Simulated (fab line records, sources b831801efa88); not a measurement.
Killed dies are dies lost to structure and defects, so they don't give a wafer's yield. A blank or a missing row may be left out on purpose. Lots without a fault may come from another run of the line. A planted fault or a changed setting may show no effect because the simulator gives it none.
Which tool did it? | flow gf180mcu | 14 lots, 42 wafers sampled, at 3 steps of a route of 602

WHAT THE GAUGES READ, wafer by wafer
GF_MVPSD_TW_MEAS_11.
lot  | measured     | on            | MVPSD_TW
L209 | day 5 00:41  | film_metro-03 | 558.3 559.3 556.6
L211 | day 5 12:07  | film_metro-03 | 557.4 555.0 556.3
L212 | day 5 16:36  | film_metro-04 | 554.1 553.5 556.0
L213 | day 5 22:41  | film_metro-03 | 557.7 554.7 554.9
L216 | day 6 17:59  | film_metro-01 | 562.8 561.2 561.8
L217 | day 6 22:25  | film_metro-04 | 524.6 525.9 520.2 524.9 520.9 524.9
L218 | day 7 07:59  | film_metro-04 | 522.5 519.1 520.9 520.6 522.0 521.6
L223 | day 8 15:20  | film_metro-04 | 557.0 556.4 557.0
L225 | day 9 01:47  | film_metro-04 | 558.2 556.0 557.6
L224 | day 9 02:07  | film_metro-04 | 560.9 561.4 560.6
L227 | day 9 11:02  | film_metro-01 | 559.2 558.0 556.4
L228 | day 9 17:32  | film_metro-04 | 561.5 557.3 561.9
L229 | day 9 23:20  | film_metro-03 | 555.9 557.0 560.1
L230 | day 10 14:33 | film_metro-03 | 561.2 558.6 557.9

GF_VT_IMPLANT_RS_MEAS_49: measures by four-point-probe.
lot  | measured     | on            | MVPSD_RS (ohm/sq)
L209 | day 7 11:43  | film_metro-01 | 1169.6 1167.8 1172.5
L211 | day 8 01:00  | film_metro-04 | 1171.3 1171.7 1171.4
L212 | day 8 06:36  | film_metro-03 | 1175.5 1175.7 1174.5
L213 | day 8 13:21  | film_metro-01 | 1167.2 1168.6 1164.6
L216 | day 9 10:38  | film_metro-03 | 1168.0 1164.4 1167.6
L217 | day 9 14:25  | film_metro-01 | 1543.8 1542.1 1542.4 1543.2 1546.2 1542.2
L218 | day 10 03:16 | film_metro-01 | 1535.5 1538.2 1535.9 1535.8 1539.6 1537.2
L223 | day 11 13:21 | film_metro-03 | 1166.7 1165.7 1166.8
L225 | day 12 02:21 | film_metro-04 | 1166.8 1167.0 1169.7
L224 | day 12 02:56 | film_metro-04 | 1171.4 1171.0 1170.0
L227 | day 12 12:47 | film_metro-04 | 1167.6 1169.8 1168.9
L228 | day 12 21:05 | film_metro-04 | 1166.1 1172.4 1169.3
L229 | day 13 03:10 | film_metro-04 | 1168.1 1169.8 1166.6
L230 | day 13 20:16 | film_metro-04 | 1168.6 1170.4 1168.0

WHICH TOOL RAN EACH LOT (tool, then ch and the chambers of the sampled wafers, then the start)
lot  | GF_MVPSD_IMPLANT_09
L209 | implanter-01 ch 0, day 5 00:26
L211 | implanter-02 ch 0, day 5 11:52
L212 | implanter-04 ch 0, day 5 16:21
L213 | implanter-01 ch 0, day 5 22:28
L216 | implanter-02 ch 0, day 6 17:45
L217 | implanter-01, day 6 22:11
L218 | implanter-02, day 7 07:45
L223 | implanter-04 ch 0, day 8 15:05
L225 | implanter-02 ch 0, day 9 01:34
L224 | implanter-01 ch 0, day 9 01:52
L227 | implanter-02 ch 0, day 9 10:49
L228 | implanter-01 ch 0, day 9 17:19
L229 | implanter-02 ch 0, day 9 23:05
L230 | implanter-04 ch 0, day 10 14:19
- GF_MVPSD_IMPLANT_09

WHAT THE TOOLS THEMSELVES READ (means of the sampled wafers that have a number; where no wafer has one, the mark that the record gives instead)
GF_MVPSD_IMPLANT_09.
lot  | tool         | beam_energy_keV | beam_on_s (s)
L209 | implanter-01 | 39.992          | 10.14
L211 | implanter-02 | 40.004          | 9.82
L212 | implanter-04 | 39.996          | 10.14
L213 | implanter-01 | 40.005          | 9.89
L216 | implanter-02 | 39.991          | 10.20
L217 | implanter-01 | -               | -
L218 | implanter-02 | -               | -
L223 | implanter-04 | 39.994          | 10.03
L225 | implanter-02 | 39.990          | 10.06
L224 | implanter-01 | 40.000          | 9.98
L227 | implanter-02 | 40.009          | 10.08
L228 | implanter-01 | 40.002          | 9.98
L229 | implanter-02 | 40.008          | 10.30
L230 | implanter-04 | 39.995          | 10.06

THE ANSWER, worked out from the rows above alone
Rule: what is usual is taken from the lots themselves. Put in order of their means at a reading, lots are off if they are a third of the lots or fewer, leave a main group of 4 or more, and stand apart from it by a gap of 3 or more times the standard deviation of the main group's means; of several such gaps the widest counts. A main group whose means are all the same, to the digits that the tables above print for the reading, isn't used. A lot without any number at a reading at which 4 lots or more have one is off too. The other lots that the step has rows for count as sound. The gauges are gone through in route order, then the tools' own readings, and for those a lot's mean is taken as printed above. The first step at which some lot is off is used, and at that step the reading that is off furthest; a lot without a number counts as furthest.
Off: L217, L218, at GF_MVPSD_TW_MEAS_11 (MVPSD_TW). The main group: mean 558.0, standard deviation 2.1.
A tool fits if, at a process step before that reading, it ran every lot that is off, and no sound lot after the first of them. The gauges at GF_MVPSD_TW_MEAS_11 aren't tried: what is off there is off at GF_VT_IMPLANT_RS_MEAS_49 too, on other tools, and a gauge's error can't cause that. None of those tried fits.

WHAT THE SIMULATOR HAD PUT IN
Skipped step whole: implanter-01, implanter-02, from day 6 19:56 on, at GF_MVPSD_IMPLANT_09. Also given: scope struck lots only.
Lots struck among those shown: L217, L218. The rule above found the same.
